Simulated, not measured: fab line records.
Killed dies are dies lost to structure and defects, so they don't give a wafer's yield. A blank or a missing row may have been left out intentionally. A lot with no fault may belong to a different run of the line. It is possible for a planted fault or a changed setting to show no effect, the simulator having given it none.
Struck lot and sound lot, side by side :: flow sky130 :: 28 steps out of a route of 708
Sound: the wafers L423.3, L423.4, L423.6. The struck wafers were L414.3, L414.4, L414.6. The cause comes at the end.
At each step with rows: each side's tool, then ch and its chambers, then its first start. Under that, the readings that differ: sound wafers :: struck wafers :: difference of the means :: sigmas: that difference in standard deviations of wafers without a fault.
alike: readings with means less than 2 such deviations apart, plus words and numbers identical on both sides. not compared: withheld readings, readings lacking a value on some wafer, bounds such as >300 that could conceal the same value, and numbers that have no deviation in the record and whose values overlap.
The two part at a step that has a row with sigmas, a row that says differs or no value, or rows on one side only. When numbers do not overlap yet have no deviation, they are printed without sigmas and do not part them. A reading that every wafer of one side lacks parts them only if that side has two wafers or more.

first, 8 steps without rows for these wafers: SKY_LOCAL_INTERCONNECT_ETCH_13 (etches BARC in N2/H2, stops on SiO2, time 45.9 s, target depth 60 nm); SKY_LOCAL_INTERCONNECT_METAL_ETCH_14 (etches TiN in Cl2/BCl3, stops on PSG, target depth 110 nm, time 31.4 s); SKY_LOCAL_INTERCONNECT_STRIP_15 (strips in O2/N2); SKY_LOCAL_INTERCONNECT_STRIP_16 (strips in post etch residue remover, time 1200 s); SKY_LOCAL_INTERCONNECT_CLEAN_17 (cleans in IPA, time 180 s); SKY_LOCAL_INTERCONNECT_CLEAN_18 (cleans in O3/DIW); SKY_CONTACT_CVD_00 (deposits Si3N4, target thk 75 nm); SKY_CONTACT_HDPCVD_02 (deposits SiO2, target thk 565 nm, time 94.2 s).
SKY_CONTACT_CMP_04: polishes SiO2.
  sound on cmp-01 ch 0,1,2, day 37 04:19; struck on cmp-02 ch 2,3, day 36 04:16
reading: head pressure psi (psi)
sound: 4.001 3.993 3.993
struck: 1.080 1.077 1.068
difference: -2.921
sigmas: -99 or more

reading: motor current A (A)
sound: 13.3 13.2 14.2
struck: 5.9 5.9 6.0
difference: -7.6
sigmas: -7

reading: time to endpoint s (s)
sound: 74 87 80
struck: 102 107 103
difference: +24
sigmas: +5

reading: model.SiO2_of_CONTACT_HDPCVD_02.thk nm (nm)
sound: 337.1 339.6 338.2
struck: 474.5 479.8 473.5
difference: +137.6
sigmas: 
then, 9 steps without rows for these wafers: SKY_CONTACT_DEHYDRATE_06 (time 60 s); SKY_CONTACT_HMDS_07 (prime time 60 s); SKY_CONTACT_COAT_08 (resist thk 60 nm); SKY_CONTACT_COAT_09 (resist thk 450 nm); SKY_CONTACT_SOFTBAKE_10 (time 90 s); SKY_CONTACT_EXPOSE_11 (exposes mask CTM1, target cd 170 nm); SKY_CONTACT_PEB_12; SKY_CONTACT_DEVELOP_13 (develop time 60 s); SKY_CONTACT_ETCH_16 (etches BARC in N2/H2, stops on SiO2, time 45.9 s, target depth 60 nm).
SKY_CONTACT_ETCH_17: etches SiO2 in C4F8/O2/Ar, stops on Si3N4, target depth 340 nm.
  sound on rie diel-04 ch 0,2, day 38 07:05; struck on rie diel-03 ch 2,3, day 37 06:06
reading: oes product au (a.u.)
sound: 0.893 0.894 0.889
struck: 1.008 1.003 1.001
difference: +0.112
sigmas: +24

reading: model.CONTACT.feature depth nm (nm)
sound: 337.1 339.6 338.2
struck: 413 411 415.8
difference: +75
sigmas: 

reading: model.etch.depth nm (nm)
sound: 337.1 339.6 338.2
struck: 413 411 415.8
difference: +75
sigmas: 
SKY_CONTACT_ETCH_18: etches Si3N4 in CHF3/O2, stops on TiN, time 39 s, target depth 75 nm.
  sound on rie diel-04 ch 0,2; struck on rie diel-03 ch 2,3
reading: oes product au (a.u.)
sound: 0.855 0.866 0.857
struck: 0.455 0.410 0.496
difference: -0.406
sigmas: -47

reading: throttle valve pct (%)
sound: 8.793 8.799 8.796
struck: 8.689 8.679 8.713
difference: -0.102
sigmas: -11
  alike: drypump motor current A
  not compared: rf hours counter h
then, 6 steps without rows for these wafers: SKY_CONTACT_STRIP_19 (strips in O2/N2); SKY_CONTACT_STRIP_20 (strips in post etch residue remover, time 1200 s); SKY_CONTACT_CLEAN_21 (cleans in IPA, time 180 s); SKY_CONTACT_CLEAN_22 (cleans in O3/DIW); SKY_CONTACT_SPUTTER_23 (material TiN, target thk 20 nm, time 80 s); SKY_CONTACT_CVD_24 (deposits W, target thk 340 nm, time 102.12 s).
SKY_CONTACT_CMP_27: polishes, stops on SiO2, t overpolish 15 s, target thk 0 nm.
  sound on cmp-02 ch 1,2,3, day 38 08:10; struck on cmp-02 ch 0,1, day 37 07:17
reading: model.SiO2_of_CONTACT_HDPCVD_02.thk nm (nm)
sound: 333.9 336.4 335
struck: 471.3 476.6 470.3
difference: +137.6
sigmas: 
  alike: head pressure psi, motor current A
-- the record jumps here: 13 days lie between the struck wafers' starts before and after (it left off in module CONTACT and takes up again in module PAD_OPEN, whose first step shown is number 708 of the route) --
SKY_PAD_OPEN_PROBE_99:
  sound on prober-01, day 50 15:18; struck on prober-01, day 49 23:32
reading: killed at contacts
sound: 26 22 29
struck: 432 443 432
difference: +410
sigmas: +91

reading: killed dies
sound: 79 75 89
struck: 492 492 492
difference: +411
sigmas: +42

reading: killed on rim
sound: 14 16 20
struck: 96 96 96
difference: +79
sigmas: +21
  alike: killed_at_M0_to_M3, killed_at_M4_up, killed at front end, killed at other, killed open, killed short

WHERE THEY PART
First at SKY_CONTACT_CMP_04; last, within this record, at SKY_PAD_OPEN_PROBE_99.

WHY: what the simulator had put in
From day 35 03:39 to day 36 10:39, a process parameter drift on cmp-02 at SKY_CONTACT_CMP_04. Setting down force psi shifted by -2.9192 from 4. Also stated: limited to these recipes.
